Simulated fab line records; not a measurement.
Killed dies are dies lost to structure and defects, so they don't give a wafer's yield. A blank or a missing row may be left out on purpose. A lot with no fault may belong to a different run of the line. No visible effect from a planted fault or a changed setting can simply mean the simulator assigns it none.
Which tool is to blame? | flow gf180mcu | 72 wafers from 24 lots sampled at 5 of the route's 602 steps

## WHAT THE GAUGES READ, wafer by wafer
GF_V4_RS_MEAS_24: measurement is done with a four-point probe. Usual: V4_W_RS typically reads 0.327 ohm/sq, with standard deviation 0.0037.
lot  | measured     | on           | V4_W_RS (ohm/sq)  | flag
L074 | day 24 10:02 | filmMetro-01 | 0.325 0.328 0.324 | 
L075 | day 24 17:52 | filmMetro-03 | 0.319 0.321 0.326 | 
L076 | day 25 05:04 | filmMetro-03 | 0.328 0.329 0.327 | 
L077 | day 25 07:31 | filmMetro-03 | 0.330 0.329 0.333 | 
L078 | day 25 23:44 | filmMetro-02 | 0.331 0.329 0.330 | 
L079 | day 26 05:12 | filmMetro-02 | 0.332 0.331 0.324 | 
L080 | day 26 13:54 | filmMetro-03 | 0.328 0.326 0.323 | 
L081 | day 26 17:46 | filmMetro-01 | 0.327 0.325 0.320 | 
L082 | day 27 03:16 | filmMetro-01 | 0.331 0.329 0.328 | 
L083 | day 27 12:20 | filmMetro-02 | 0.326 0.321 0.323 | 
L084 | day 27 20:35 | filmMetro-02 | 0.325 0.322 0.325 | 
L085 | day 28 04:48 | filmMetro-01 | 0.322 0.323 0.319 | 
L086 | day 28 13:01 | filmMetro-03 | 0.333 0.325 0.327 | 
L087 | day 28 18:30 | filmMetro-03 | 0.331 0.326 0.320 | 
L088 | day 28 23:46 | filmMetro-01 | 0.329 0.330 0.334 | 
L089 | day 29 09:16 | filmMetro-02 | 0.327 0.327 0.325 | 
L090 | day 29 15:24 | filmMetro-01 | 0.328 0.328 0.330 | 
L091 | day 29 18:19 | filmMetro-03 | 0.324 0.322 0.322 | 
L092 | day 30 01:16 | filmMetro-02 | 0.328 0.320 0.323 | 
L093 | day 30 06:20 | filmMetro-02 | 0.336 0.333 0.332 | 
L094 | day 30 14:26 | filmMetro-02 | 0.327 0.329 0.329 | 
L095 | day 30 18:49 | filmMetro-01 | 0.323 0.320 0.328 | 
L096 | day 31 02:18 | filmMetro-02 | 0.335 0.332 0.330 | 
L097 | day 31 06:38 | filmMetro-02 | 0.330 0.332 0.323 | 

GF_V4_THK_MEAS_25: measures by xrf. Usual: V4_W_THK typically reads 349 nm, with standard deviation 5.7.
lot  | measured     | on           | V4_W_THK (nm) | flag
L074 | day 24 10:09 | filmMetro-01 | 344 342 345   | 
L075 | day 24 17:59 | filmMetro-03 | 358 355 350   | 
L076 | day 25 05:10 | filmMetro-03 | 351 349 352   | 
L077 | day 25 07:38 | filmMetro-03 | 348 351 346   | 
L078 | day 25 23:51 | filmMetro-02 | 341 345 342   | 
L079 | day 26 05:18 | filmMetro-02 | 347 346 353   | 
L080 | day 26 14:01 | filmMetro-03 | 351 351 355   | 
L081 | day 26 17:53 | filmMetro-01 | 341 343 347   | 
L082 | day 27 03:23 | filmMetro-01 | 337 339 339   | 
L083 | day 27 12:26 | filmMetro-02 | 355 357 353   | 
L084 | day 27 20:41 | filmMetro-02 | 353 358 352   | 
L085 | day 28 04:55 | filmMetro-01 | 347 346 349   | 
L086 | day 28 13:08 | filmMetro-03 | 350 360 355   | 
L087 | day 28 18:37 | filmMetro-03 | 351 356 363   | 
L088 | day 28 23:53 | filmMetro-01 | 339 341 333   | 
L089 | day 29 09:23 | filmMetro-02 | 349 347 351   | 
L090 | day 29 15:31 | filmMetro-01 | 343 342 343   | 
L091 | day 29 18:25 | filmMetro-03 | 351 351 353   | 
L092 | day 30 01:23 | filmMetro-02 | 352 358 356   | 
L093 | day 30 06:27 | filmMetro-02 | 343 347 347   | 
L094 | day 30 14:33 | filmMetro-02 | 351 351 350   | 
L095 | day 30 18:56 | filmMetro-01 | 351 354 345   | 
L096 | day 31 02:25 | filmMetro-02 | 344 345 349   | 
L097 | day 31 06:44 | filmMetro-02 | 350 349 356   | 

## WHAT TOOL EACH LOT RAN ON (gives the tool, then ch and the chambers of the sampled wafers, and finally the start)
lot  | GF_M4_SPUTTER_00            | GF_V4_STRIP_18                      | GF_V4_SPUTTER_22
L074 | pvdSputter-02, day 22 10:03 | plasmaAsher-01 ch 0,1, day 24 09:10 | pvdSputter-01, day 24 09:46
L075 | pvdSputter-04, day 22 18:40 | plasmaAsher-02 ch 0,1, day 24 17:02 | pvdSputter-01, day 24 17:42
L076 | pvdSputter-04, day 23 06:06 | plasmaAsher-01 ch 0,1, day 25 04:17 | pvdSputter-02, day 25 04:53
L077 | pvdSputter-03, day 23 09:00 | plasmaAsher-04 ch 0,1, day 25 06:46 | pvdSputter-02, day 25 07:22
L078 | pvdSputter-03, day 24 01:50 | plasmaAsher-02 ch 0, day 25 22:58   | pvdSputter-04, day 25 23:34
L079 | pvdSputter-02, day 24 07:55 | plasmaAsher-04 ch 0,1, day 26 04:26 | pvdSputter-01, day 26 05:01
L080 | pvdSputter-02, day 24 16:52 | plasmaAsher-02 ch 1, day 26 13:04   | pvdSputter-01, day 26 13:44
L081 | pvdSputter-03, day 24 20:56 | plasmaAsher-01 ch 0,1, day 26 16:58 | pvdSputter-02, day 26 17:37
L082 | pvdSputter-03, day 25 07:32 | plasmaAsher-04 ch 0,1, day 27 02:30 | pvdSputter-01, day 27 03:06
L083 | pvdSputter-03, day 25 16:29 | plasmaAsher-02 ch 0,1, day 27 11:35 | pvdSputter-04, day 27 12:09
L084 | pvdSputter-04, day 26 00:58 | plasmaAsher-02 ch 0,1, day 27 19:49 | pvdSputter-02, day 27 20:25
L085 | pvdSputter-02, day 26 10:46 | plasmaAsher-01 ch 0,1, day 28 04:02 | pvdSputter-04, day 28 04:38
L086 | pvdSputter-04, day 26 18:38 | plasmaAsher-02 ch 0,1, day 28 12:17 | pvdSputter-04, day 28 12:52
L087 | pvdSputter-02, day 27 00:38 | plasmaAsher-04 ch 0,1, day 28 17:41 | pvdSputter-01, day 28 18:20
L088 | pvdSputter-04, day 27 05:24 | plasmaAsher-04 ch 0, day 28 22:59   | pvdSputter-04, day 28 23:37
L089 | pvdSputter-02, day 27 15:32 | plasmaAsher-04 ch 0,1, day 29 08:31 | pvdSputter-01, day 29 09:07
L090 | pvdSputter-04, day 27 21:38 | plasmaAsher-04 ch 0,1, day 29 14:38 | pvdSputter-04, day 29 15:14
L091 | pvdSputter-02, day 28 01:19 | plasmaAsher-02 ch 0,1, day 29 17:28 | pvdSputter-04, day 29 18:08
L092 | pvdSputter-02, day 28 07:28 | plasmaAsher-02 ch 0,1, day 30 00:11 | pvdSputter-04, day 30 01:07
L093 | pvdSputter-03, day 28 15:32 | plasmaAsher-02 ch 0,1, day 30 05:35 | pvdSputter-01, day 30 06:11
L094 | pvdSputter-02, day 28 22:52 | plasmaAsher-01 ch 1, day 30 13:40   | pvdSputter-04, day 30 14:16
L095 | pvdSputter-03, day 29 03:07 | plasmaAsher-01 ch 0,1, day 30 18:04 | pvdSputter-01, day 30 18:39
L096 | pvdSputter-03, day 29 11:49 | plasmaAsher-04 ch 0,1, day 31 01:32 | pvdSputter-04, day 31 02:08
L097 | pvdSputter-03, day 29 14:57 | plasmaAsher-01 ch 0,1, day 31 05:28 | pvdSputter-02, day 31 06:26
- GF_M4_SPUTTER_00: material Ti, target thk 37.5 nm, time 150 s.
- GF_V4_STRIP_18: strips in O2/N2.
- GF_V4_SPUTTER_22: material TiN, target thk 10 nm, time 40 s.

## WHAT THE TOOLS THEMSELVES READ (means of the sampled wafers that have a number; where no wafer has one, the mark that the record gives instead)
GF_M4_SPUTTER_00. Usual: 29.9 % for throttleValvePct, sd 1.
lot  | tool          | throttleValvePct (%) | flag
L074 | pvdSputter-02 | 30.0                 | 
L075 | pvdSputter-04 | 29.0                 | 
L076 | pvdSputter-04 | 29.0                 | 
L077 | pvdSputter-03 | 30.0                 | 
L078 | pvdSputter-03 | 29.5                 | 
L079 | pvdSputter-02 | 30.2                 | 
L080 | pvdSputter-02 | 30.0                 | 
L081 | pvdSputter-03 | 30.3                 | 
L082 | pvdSputter-03 | 30.2                 | 
L083 | pvdSputter-03 | 29.5                 | 
L084 | pvdSputter-04 | 30.0                 | 
L085 | pvdSputter-02 | 29.8                 | 
L086 | pvdSputter-04 | 30.1                 | 
L087 | pvdSputter-02 | 30.3                 | 
L088 | pvdSputter-04 | 29.9                 | 
L089 | pvdSputter-02 | 30.2                 | 
L090 | pvdSputter-04 | 29.0                 | 
L091 | pvdSputter-02 | 29.8                 | 
L092 | pvdSputter-02 | 30.2                 | 
L093 | pvdSputter-03 | 30.4                 | 
L094 | pvdSputter-02 | 30.1                 | 
L095 | pvdSputter-03 | 29.5                 | 
L096 | pvdSputter-03 | 29.2                 | 
L097 | pvdSputter-03 | 30.3                 | 

GF_V4_STRIP_18. Usual: drypumpMotorCurrentA 5.6 A, standard deviation 0.31; heaterPowerW 359 W, standard deviation 26; oesProductAu 0.593 a.u., standard deviation 0.0046.
lot  | tool           | drypumpMotorCurrentA (A) | heaterPowerW (W) | oesProductAu (a.u.) | flag
L074 | plasmaAsher-01 | 5.3                      | 345              | 0.592               | 
L075 | plasmaAsher-02 | 5.9                      | 346              | 0.594               | 
L076 | plasmaAsher-01 | 5.3                      | 345              | 0.592               | 
L077 | plasmaAsher-04 | 5.6                      | 375              | 0.592               | 
L078 | plasmaAsher-02 | 5.4                      | 371              | 0.593               | 
L079 | plasmaAsher-04 | 5.6                      | 376              | 0.594               | 
L080 | plasmaAsher-02 | 6.0                      | 340              | 0.591               | 
L081 | plasmaAsher-01 | 5.3                      | 342              | 0.596               | 
L082 | plasmaAsher-04 | 5.6                      | 379              | 0.597               | 
L083 | plasmaAsher-02 | 5.9                      | 348              | 0.595               | 
L084 | plasmaAsher-02 | 5.9                      | 345              | 0.591               | 
L085 | plasmaAsher-01 | 5.3                      | 352              | 0.592               | 
L086 | plasmaAsher-02 | 5.9                      | 345              | 0.589               | 
L087 | plasmaAsher-04 | 5.7                      | 391              | 0.593               | 
L088 | plasmaAsher-04 | 5.7                      | 406              | 0.600               | 
L089 | plasmaAsher-04 | 5.7                      | 385              | 0.593               | 
L090 | plasmaAsher-04 | 5.7                      | 393              | 0.596               | 
L091 | plasmaAsher-02 | 5.6                      | 349              | 0.597               | 
L092 | plasmaAsher-02 | 5.6                      | 356              | 0.593               | 
L093 | plasmaAsher-02 | 5.9                      | 350              | 0.593               | 
L094 | plasmaAsher-01 | 5.7                      | 330              | 0.591               | 
L095 | plasmaAsher-01 | 5.5                      | 332              | 0.595               | 
L096 | plasmaAsher-04 | 5.7                      | 390              | 0.590               | 
L097 | plasmaAsher-01 | 5.3                      | 347              | 0.590               | 

GF_V4_SPUTTER_22. Usual: 29.7 % for throttleValvePct, sd 1.3.
lot  | tool          | throttleValvePct (%) | flag
L074 | pvdSputter-01 | 28.5                 | 
L075 | pvdSputter-01 | 29.1                 | 
L076 | pvdSputter-02 | 30.0                 | 
L077 | pvdSputter-02 | 30.0                 | 
L078 | pvdSputter-04 | 30.2                 | 
L079 | pvdSputter-01 | 30.1                 | 
L080 | pvdSputter-01 | 29.0                 | 
L081 | pvdSputter-02 | 30.6                 | 
L082 | pvdSputter-01 | 28.5                 | 
L083 | pvdSputter-04 | 30.4                 | 
L084 | pvdSputter-02 | 30.2                 | 
L085 | pvdSputter-04 | 30.3                 | 
L086 | pvdSputter-04 | 30.4                 | 
L087 | pvdSputter-01 | 27.9                 | 
L088 | pvdSputter-04 | 29.1                 | 
L089 | pvdSputter-01 | 30.3                 | 
L090 | pvdSputter-04 | 29.5                 | 
L091 | pvdSputter-04 | 29.1                 | 
L092 | pvdSputter-04 | 29.4                 | 
L093 | pvdSputter-01 | 30.3                 | 
L094 | pvdSputter-04 | 30.1                 | 
L095 | pvdSputter-01 | 29.2                 | 
L096 | pvdSputter-04 | 29.1                 | 
L097 | pvdSputter-02 | 30.1                 | 

## THE ANSWER, worked out from the rows above alone
Rule: a lot is off if the mean of its wafers that have a number lies more than 3 standard deviations from the usual mean. A lot without any number at a reading at which 4 lots or more have one is off too. The other lots that the step has rows for count as sound. After the gauges, taken in route order, come the tools' own readings; for these a lot's mean is taken, as printed above. The first step at which some lot is off is used, and at that step the reading that is off furthest; a lot without a number counts as furthest.
No lot is off at any reading shown: from this, nothing can be told.

## WHAT THE SIMULATOR PUT IN
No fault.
